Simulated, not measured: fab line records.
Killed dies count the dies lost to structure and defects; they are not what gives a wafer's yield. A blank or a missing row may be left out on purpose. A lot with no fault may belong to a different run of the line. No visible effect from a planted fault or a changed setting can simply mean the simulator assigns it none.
A lot that was struck, set against a sound lot | flow sfq line | 19 steps out of a route of 325
Sound: the wafers L313.1, L313.2, L313.3. Struck: wafers L319.1, L319.2, L319.4. Last of all comes the cause.
Per side, at each step with rows, come the tool, then ch with its chambers, and then its first start. Under that, the readings that differ: sound wafers | struck wafers | difference of the means | sigmas: that difference in standard deviations of wafers without a fault.
alike: same words and numbers on both sides, and readings whose means sit less than 2 such deviations apart. not compared: any withheld reading, any reading some wafer has no value for, any bound like >300 that may hide the same value, and any number with overlapping values for which the record gives no deviation.
Wherever a step has rows on one side only, a row that says differs or no value, or a row with sigmas, the two part there. Numbers that don't overlap but have no deviation are shown without sigmas and don't part them. A reading that every wafer of one side lacks parts them only if that side has two wafers or more.

first, 3 steps without rows for these wafers: SFQ_TRILAYER_R5_LITHO_EXPOSE_137 (exposes mask R5, target cd 500 nm); SFQ_TRILAYER_R5_LITHO_PEB_139 (peb time 60 s); SFQ_TRILAYER_R5_LITHO_DEVELOP_138 (time 60 s).
SFQ_R5_OVL_MEAS_935:
  sound on overlay-01 at day 69 15:37; struck on overlay-01 at day 72 12:04
  alike: R5_OVL
SFQ_TRILAYER_R5_BARC_OPEN_METAL_ETCH_177: etches BARC in O2, target depth 125 nm, time 41.7 s.
  sound on rie metal-01 ch 0,1, day 69 15:39; struck on rie metal-04 ch 0,1, day 72 12:06
  reading                     | sound       | struck      | difference | sigmas
  drypump motor current A (A) | 5.4 5.6 5.4 | 6.4 6.7 6.5 | +1.1       | +2
  alike: oes product au
  not compared: rf hours counter h
SFQ_TRILAYER_R5_ETCH_METAL_ETCH_139: etches the open film in Cl2, stops on SiO2, target depth 60 nm, time 40 s.
  sound on rie metal-01 ch 0,1, day 69 15:43; struck on rie metal-04 ch 0,1, day 72 12:10
  reading                     | sound       | struck      | difference | sigmas
  drypump motor current A (A) | 5.4 5.6 5.4 | 6.5 6.6 6.5 | +1.1       | +2
  alike: oes product au
  not compared: rf hours counter h
SFQ_TRILAYER_R5_STRIP_STRIP_140: strips in O2.
  sound on rie metal-01 ch 0,1, day 69 15:46; struck on rie metal-04 ch 0,1, day 72 12:13
  reading                     | sound       | struck      | difference | sigmas
  drypump motor current A (A) | 5.4 5.6 5.3 | 6.5 6.6 6.4 | +1.1       | +2
  alike: oes product au
  not compared: rf hours counter h
then, 1 step without rows for these wafers: SFQ_TRILAYER_R5_STRIP_SOLV_CLEAN_141 (cleans in NMP, time 600 s).
SFQ_TRILAYER_A5C_DEP_PECVD_142: deposits SiO2 from SiH4/N2O, time 15.556 s, target thk 70 nm.
  sound on pecvd-03 ch 0,1,2, day 69 16:32; struck on pecvd-01 ch 1,2, day 72 12:59
  alike: heater power w, throttle valve pct
then, 3 steps without rows for these wafers: SFQ_TRILAYER_I5_LITHO_COAT_149 (resist thk 62 nm); SFQ_TRILAYER_I5_LITHO_COAT_144 (resist thk 650 nm); SFQ_TRILAYER_I5_LITHO_SOFTBAKE_148.
SFQ_TRILAYER_I5_LITHO_EXPOSE_145: exposes mask I5, target cd 700 nm.
  sound on krf scanner-02 ch 0, day 70 03:34; struck on krf scanner-02 ch 0, day 72 14:02
  reading              | sound                | struck               | difference | sigmas
  exposure dose mJ cm2 | 21.309 21.326 21.303 | 20.824 20.785 20.809 | -0.507     | -24
  alike: mask
then, 2 steps without rows for these wafers: SFQ_TRILAYER_I5_LITHO_PEB_147 (peb time 60 s); SFQ_TRILAYER_I5_LITHO_DEVELOP_146 (time 60 s).
SFQ_I5_OVL_MEAS_936:
  sound on overlay-02 at day 70 05:04; struck on overlay-02 at day 72 15:32
  alike: I5_OVL
SFQ_TRILAYER_I5_BARC_OPEN_VIA_ETCH_200: etches BARC in O2, target depth 125 nm, time 41.7 s.
  sound on rie diel-03 ch 0,2,3, day 70 05:06; struck on rie diel-04 ch 0,2,3, day 72 15:35
  reading             | sound             | struck          | difference | sigmas
  model.I5.cd nm (nm) | 701.1 701.6 700.8 | 697 696.2 696.4 | -5         |
  alike: drypump motor current A, oes product au
  not compared: rf hours counter h
SFQ_TRILAYER_I5_ETCH_VIA_ETCH_147: etches the open film in CHF3, stops on Nb, target depth 360 nm.
  sound on rie diel-03 ch 0,2,3, day 70 05:08; struck on rie diel-04 ch 0,2,3, day 72 15:37
  reading             | sound             | struck            | difference | sigmas
  model.I5.cd nm (nm) | 703.6 702.5 700.3 | 697.4 698.5 696.8 | -4.6       |
  alike: drypump motor current A, oes product au
SFQ_TRILAYER_I5_STRIP_STRIP_148: strips in O2.
  sound on rie metal-03 ch 0,1, day 70 05:17; struck on rie metal-02 ch 0,1, day 72 15:46
  alike: drypump motor current A, oes product au
  not compared: rf hours counter h

## WHERE THEY PART
At SFQ_TRILAYER_R5_BARC_OPEN_METAL_ETCH_177 first; at SFQ_TRILAYER_I5_LITHO_EXPOSE_145 last (within this record only). Later steps at which nothing parts them and some readings are alike: SFQ_I5_OVL_MEAS_936, SFQ_TRILAYER_I5_BARC_OPEN_VIA_ETCH_200, SFQ_TRILAYER_I5_ETCH_VIA_ETCH_147, SFQ_TRILAYER_I5_STRIP_STRIP_148.

WHY: what had been put in by the simulator
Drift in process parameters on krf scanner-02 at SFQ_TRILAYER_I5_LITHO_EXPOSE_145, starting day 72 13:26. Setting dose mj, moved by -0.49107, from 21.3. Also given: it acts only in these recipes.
